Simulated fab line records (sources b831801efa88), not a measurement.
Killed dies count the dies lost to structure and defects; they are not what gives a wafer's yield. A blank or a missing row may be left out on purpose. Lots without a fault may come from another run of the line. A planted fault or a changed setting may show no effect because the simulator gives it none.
Which tool did it? || flow sky130 || 12 lots, 36 wafers sampled, at 2 steps of a route of 708

WHAT THE GAUGES SHOWED, per wafer
SKY_SD_N_OVL_MEAS_08.
{"lot": "L616", "measured": "day 28 20:51", "on": "overlay-02", "SD_N_OVL (nm)": "-2.5 -0.2 -1.0"}
{"lot": "L618", "measured": "day 29 12:34", "on": "overlay-01", "SD_N_OVL (nm)": "1.5 1.3 1.4"}
{"lot": "L619", "measured": "day 29 12:59", "on": "overlay-01", "SD_N_OVL (nm)": "0.8 -0.8 -0.1"}
{"lot": "L620", "measured": "day 30 10:00", "on": "overlay-02", "SD_N_OVL (nm)": "-1.2 -0.8 -0.9"}
{"lot": "L621", "measured": "day 31 04:20", "on": "overlay-02", "SD_N_OVL (nm)": "1.8 4.1 0.2"}
{"lot": "L623", "measured": "day 31 06:00", "on": "overlay-01", "SD_N_OVL (nm)": "-101.6 -101.6 -102.5"}
{"lot": "L624", "measured": "day 31 15:37", "on": "overlay-02", "SD_N_OVL (nm)": "-100.7 -100.7 -100.8"}
{"lot": "L625", "measured": "day 31 23:55", "on": "overlay-02", "SD_N_OVL (nm)": "-103.0 -100.5 -104.4"}
{"lot": "L626", "measured": "day 32 06:16", "on": "overlay-02", "SD_N_OVL (nm)": "-100.1 -100.1 -102.2"}
{"lot": "L634", "measured": "day 34 10:11", "on": "overlay-01", "SD_N_OVL (nm)": "4.1 3.5 2.0"}
{"lot": "L636", "measured": "day 34 22:59", "on": "overlay-02", "SD_N_OVL (nm)": "0.8 -1.1 -3.6"}
{"lot": "L638", "measured": "day 35 08:23", "on": "overlay-02", "SD_N_OVL (nm)": "0.4 1.9 -0.2"}

WHICH TOOL RAN EACH LOT (tool, then ch and the chambers of the sampled wafers, then the start)
{"lot": "L616", "SKY_SD_N_EXPOSE_04": "iline stepper-01 ch 0, day 28 05:43"}
{"lot": "L618", "SKY_SD_N_EXPOSE_04": "iline stepper-02 ch 0, day 28 23:47"}
{"lot": "L619", "SKY_SD_N_EXPOSE_04": "iline stepper-02 ch 0, day 29 00:21"}
{"lot": "L620", "SKY_SD_N_EXPOSE_04": "iline stepper-01 ch 0, day 29 19:10"}
{"lot": "L621", "SKY_SD_N_EXPOSE_04": "iline stepper-01 ch 0, day 30 15:20"}
{"lot": "L623", "SKY_SD_N_EXPOSE_04": "iline stepper-02 ch 0, day 30 16:54"}
{"lot": "L624", "SKY_SD_N_EXPOSE_04": "iline stepper-02 ch 0, day 31 01:32"}
{"lot": "L625", "SKY_SD_N_EXPOSE_04": "iline stepper-02 ch 0, day 31 11:20"}
{"lot": "L626", "SKY_SD_N_EXPOSE_04": "iline stepper-02 ch 0, day 31 17:02"}
{"lot": "L634", "SKY_SD_N_EXPOSE_04": "iline stepper-01 ch 0, day 33 21:21"}
{"lot": "L636", "SKY_SD_N_EXPOSE_04": "iline stepper-01 ch 0, day 34 10:17"}
{"lot": "L638", "SKY_SD_N_EXPOSE_04": "iline stepper-01 ch 0, day 34 18:50"}
- SKY_SD_N_EXPOSE_04: exposes mask NSDM, target cd 380 nm.

WHAT THE TOOLS THEMSELVES READ (means of the sampled wafers that have a number; where no wafer has one, the mark that the record gives instead)
The record holds no such reading with a usual standard deviation.

THE ANSWER, worked out from the rows above alone
Rule: usual is defined by the lots themselves. Put in order of their means at a reading, lots are off if they are a third of the lots or fewer, leave a main group of 4 or more, and stand apart from it by a gap of 3 or more times the standard deviation of the main group's means; of several such gaps the widest counts. A main group is skipped when, at the precision printed for the reading in the tables above, its means are all equal. A lot without any number at a reading at which 4 lots or more have one is off too. All remaining lots with rows at the step are treated as sound. The gauges are gone through in route order, then the tools' own readings, and for those a lot's mean is taken as printed above. The first step at which some lot is off is used, and at that step the reading that is off furthest; a lot without a number counts as furthest.
Off: at SKY_SD_N_OVL_MEAS_08 (SD_N_OVL), L623, L624, L625, L626. The main group has a mean of 0.5 nm with a standard deviation of 1.5.
If a tool, at a process step before that reading, ran all the lots that are off and no sound lot after the first of them, it fits. The gauges at SKY_SD_N_OVL_MEAS_08 are tried like those tools. One fits: iline stepper-02 at SKY_SD_N_EXPOSE_04. A fault onset in the window from L619 (day 29 00:21, its last sound lot) to L623 (day 30 16:54, its first lot off) fits.

WHAT HAD BEEN PUT IN BY THE SIMULATOR
Scanner matching overlay: iline stepper-02, from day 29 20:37 on, at SKY_SD_N_EXPOSE_04. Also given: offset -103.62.
Lots struck among those shown: L623, L624, L625, L626. The rule above found the same.
